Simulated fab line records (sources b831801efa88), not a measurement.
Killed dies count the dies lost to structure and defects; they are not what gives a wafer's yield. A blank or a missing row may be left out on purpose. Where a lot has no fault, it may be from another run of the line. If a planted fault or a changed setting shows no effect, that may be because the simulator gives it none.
Comparing a struck lot with a sound one + flow sky130 + 23 out of 708 route steps
Sound: these wafers, L188.2, L188.3, L188.5. Struck: wafer L201.1. (L201.3, L201.4 of the same lot were not struck and are left out.) The cause comes at the end.
For every step that has rows: the tool of each side, followed by ch and its chambers, followed by its first start. Under that, the readings that differ: sound wafers + struck wafers + difference of the means + sigmas: that difference in standard deviations of wafers without a fault.
alike: readings whose means differ by less than 2 such deviations, and words and numbers that are the same on both sides. not compared: withheld readings, readings that some wafer has no value for, bounds like >300 that may hide the same value, and numbers for which the record gives no deviation and whose values overlap.
The two part at a step that has a row with sigmas, a row that says differs or no value, or rows on one side only. When numbers do not overlap yet have no deviation, they are printed without sigmas and do not part them. Lack of a reading on every wafer of one side parts them only where that side has two or more wafers.

SKY_METAL2_METAL_ETCH_19: etches the open film in Cl2/BCl3, stops on SiO2, target depth 360 nm, time 78 s.
  sound on rie-metal-01 ch 0,1, day 34 23:21; struck on rie-metal-01 ch 1, day 39 12:15
  alike: drypump-motor-current-A, oes-product-au, throttle-valve-pct
  not compared: rf-hours-counter-h
SKY_METAL2_STRIP_20: strips in O2/N2.
  sound on plasma-asher-01 ch 0,1, day 34 23:26; struck on plasma-asher-04 ch 1, day 39 12:20
  alike: drypump-motor-current-A, oes-product-au, strip-time-to-endpoint-s
  not compared: rf-hours-counter-h
then, 4 steps without rows for these wafers: SKY_METAL2_STRIP_21 (strips in post etch residue remover, time 1200 s); SKY_METAL2_CLEAN_22 (cleans in IPA, time 180 s); SKY_METAL2_CLEAN_23 (cleans in O3/DIW); SKY_VIA2_HDPCVD_00 (deposits SiO2, target thk 1180 nm, time 196.7 s).
SKY_VIA2_THK_MEAS_01:
  sound on film-metro-02 at day 35 00:11; struck on film-metro-01 at day 39 13:04
  alike: VIA2_HDPCVD_THK
SKY_VIA2_CMP_02: polishes SiO2.
  sound on cmp-02 ch 0,2, day 35 00:14; struck on cmp-02 ch 1, day 39 13:07
  alike: motor-current-A
SKY_VIA2_BOW_MEAS_03:
  sound on film-metro-02 at day 35 00:33; struck on film-metro-01 at day 39 13:25
| reading       | sound     | struck | difference | sigmas |
|---------------|-----------|--------|------------|--------|
| VIA2_BOW (um) | 102 97 83 | 78     | -16        | -2     |
then, 3 steps without rows for these wafers: SKY_VIA2_DEHYDRATE_04 (time 60 s); SKY_VIA2_HMDS_05 (prime time 60 s); SKY_VIA2_COAT_06 (resist thk 60 nm).
SKY_VIA2_COAT_07: resist thk 450 nm.
  sound on litho-track-01 ch 0, day 35 13:00; struck on litho-track-01 ch 0, day 40 01:00
| reading                                     | sound             | struck | difference | sigmas |
|---------------------------------------------|-------------------|--------|------------|--------|
| model.KrF-thick_of_VIA2_COAT_07.thk-nm (nm) | 450.2 448.9 449.4 | 498.3  | +48.8      |        |
  alike: spin-speed-rpm
then, 4 steps without rows for these wafers: SKY_VIA2_SOFTBAKE_08 (time 90 s); SKY_VIA2_EXPOSE_09 (exposes mask VIM2, target cd 200 nm); SKY_VIA2_PEB_10; SKY_VIA2_DEVELOP_11 (develop time 60 s).
SKY_VIA2_CD_MEAS_12 targets a cd of 200 nm.
  sound on cd-sem-01 at day 36 02:53; struck on cd-sem-01 at day 40 13:42
| reading    | sound             | struck | difference | sigmas |
|------------|-------------------|--------|------------|--------|
| cd-nm (nm) | 203.2 203.1 202.8 | 198.5  | -4.5       | -3     |
SKY_VIA2_OVL_MEAS_13:
  sound on overlay-02 at day 36 02:59; struck on overlay-02 at day 40 13:49
  alike: VIA2_OVL
SKY_VIA2_ETCH_14: etches BARC in N2/H2, stops on SiO2, time 45.9 s, target depth 60 nm.
  sound on rie-diel-04 ch 1,2, day 36 03:01; struck on rie-diel-02 ch 3, day 40 13:51
| reading               | sound             | struck | difference | sigmas |
|-----------------------|-------------------|--------|------------|--------|
| oes-product-au (a.u.) | 0.855 0.856 0.857 | 0.845  | -0.011     | -3     |
  alike: drypump-motor-current-A, throttle-valve-pct
  not compared: rf-hours-counter-h
SKY_VIA2_ETCH_15: etches SiO2 in C4F8/O2/Ar, stops on TiN, target depth 546 nm, time 84 s.
  sound on rie-diel-04 ch 1,2, day 36 03:04; struck on rie-diel-02 ch 3, day 40 13:53
| reading                                     | sound             | struck | difference | sigmas |
|---------------------------------------------|-------------------|--------|------------|--------|
| model.KrF-thick_of_VIA2_COAT_07.thk-nm (nm) | 280.9 280.3 278.4 | 332.5  | +52.6      |        |
  alike: oes-product-au
  not compared: rf-hours-counter-h
SKY_VIA2_STRIP_16: strips in O2/N2.
  sound on plasma-asher-02 ch 0,1, day 36 03:07; struck on plasma-asher-02 ch 1, day 40 13:58
| reading                      | sound             | struck | difference | sigmas |
|------------------------------|-------------------|--------|------------|--------|
| oes-product-au (a.u.)        | 0.398 0.392 0.391 | 0.420  | +0.026     | +6     |
| strip-time-to-endpoint-s (s) | 4.037 4.005 3.999 | 4.548  | +0.534     | +19    |
  alike: drypump-motor-current-A
  not compared: rf-hours-counter-h
then, 1 step without rows for these wafers: SKY_VIA2_STRIP_17 (strips in post etch residue remover, time 1200 s).

== WHERE THEY PART ==
Last at SKY_VIA2_STRIP_16 as far as this record goes, first at SKY_VIA2_BOW_MEAS_03.

WHY: whatever the simulator had introduced
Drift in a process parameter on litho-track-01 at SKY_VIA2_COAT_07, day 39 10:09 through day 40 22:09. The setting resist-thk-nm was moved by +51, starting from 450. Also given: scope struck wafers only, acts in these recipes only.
